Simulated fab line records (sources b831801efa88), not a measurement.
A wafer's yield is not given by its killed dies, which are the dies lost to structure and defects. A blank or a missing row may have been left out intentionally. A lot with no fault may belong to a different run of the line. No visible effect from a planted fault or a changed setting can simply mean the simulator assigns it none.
2 desks, one fault | flow sky130 | every desk sees just its own numbers, and what lay behind them comes last
Where a reading is given only as a bound, like >300, the bound stands for it, and a mean or a difference that rests on one is marked > or <: the true number lies beyond.

TOOL OWNER'S DESK, cvd-w-01
The tool's own readings at SKY_LI_CONTACT_CVD_21 (deposits W, target thk 400 nm, time 120.56 s): means of the sampled wafers that have a number, for each lot that ran on this tool. Any lot whose mean is over 4 standard deviations away from the usual mean is out of limits and marked OUT; that distance is given in the brackets.
Columns: A = chamber-pressure-Torr at SKY_LI_CONTACT_CVD_21, usual 39.99 Torr; B = heater-power-outer-w at SKY_LI_CONTACT_CVD_21, usual 504 W; C = heater-power-w at SKY_LI_CONTACT_CVD_21, usual 822 W
lot  | first seen here | A     | B   | C
L524 | day 26 22:17    | 40.00 | 496 | 839
L528 | day 28 03:39    | 39.98 | 502 | 830
L530 | day 28 15:50    | 40.00 | 483 | 805
L538 | day 30 19:18    | 39.97 | 501 | 832
L543 | day 39 12:35    | 39.93 | 486 | 814
L544 | day 39 19:09    | 40.07 | 454 | 763
L545 | day 39 20:10    | 39.98 | 453 | 783
Finding of this desk: none of the 7 lots has anything out of limits.

THE METROLOGY DESK
What the gauges read, lot by lot, whatever tool the lot ran on: means of the sampled wafers that have a number. Any lot whose mean is over 4 standard deviations away from the usual mean is out of limits and marked OUT; that distance is given in the brackets.
Columns: A = LI_CONTACT_BOW at SKY_LI_CONTACT_BOW_MEAS_03, usual 56 um; B = LI_CONTACT_W_RS at SKY_LI_CONTACT_RS_MEAS_22, usual 0.285 ohm/sq; C = LI_CONTACT_W_THK at SKY_LI_CONTACT_THK_MEAS_23, usual 388 nm; D = CONTACT_OVL at SKY_CONTACT_OVL_MEAS_15, usual 3 nm
lot  | first seen here | A  | B                        | C             | D
L524 | day 25 16:19    | 53 | 0.288                    | 388           | 5
L528 | day 26 22:01    | 53 | 0.287                    | 383           | 0
L530 | day 27 10:08    | 48 | 0.285                    | 384           | -1
L531 | day 27 19:34    | 60 | 0.285                    | 388           | 7
L538 | day 29 14:10    | 58 | 0.286                    | 384           | 1
L540 | day 30 09:01    | 58 | 25.285 (+99 or more) OUT | <0 (<-68) OUT | -
L543 | day 38 09:41    | 56 | 0.287                    | 385           | -7
L541 | day 38 13:47    | 56 | 25.441 (+99 or more) OUT | <0 (<-68) OUT | -
L542 | day 38 15:39    | 55 | 25.404 (+99 or more) OUT | <0 (<-68) OUT | -
L544 | day 38 16:15    | 56 | 0.283                    | 395           | 1
L545 | day 38 17:25    | 57 | 0.280                    | 397           | 4
L546 | day 38 19:32    | 57 | 0.287                    | 385           | 7
This desk reports L540, L541, L542 out of limits; the earliest was L540 at day 31 15:26 (LI_CONTACT_W_RS at SKY_LI_CONTACT_RS_MEAS_22). In limits: L524, L528, L530, L531, L538, L543, L544, L545, L546.

PUT TOGETHER
L540, L541, L542 would have let the metrology desk raise an alarm at day 31 15:26.
Nothing out of limits was seen by the tool owner's desk.
The tool owner's desk has no number on record for L540, L541, L542.
SKY_LI_CONTACT_CVD_21 was run on cvd-w-01 by each of the lots named.

WHAT WAS PUT IN BY THE SIMULATOR
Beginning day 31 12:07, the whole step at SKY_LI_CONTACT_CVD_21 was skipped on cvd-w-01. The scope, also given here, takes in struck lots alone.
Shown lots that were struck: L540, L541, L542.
Per desk, hours elapsed from the start of the fault to the first reading out of limits: for the metrology desk, 3.
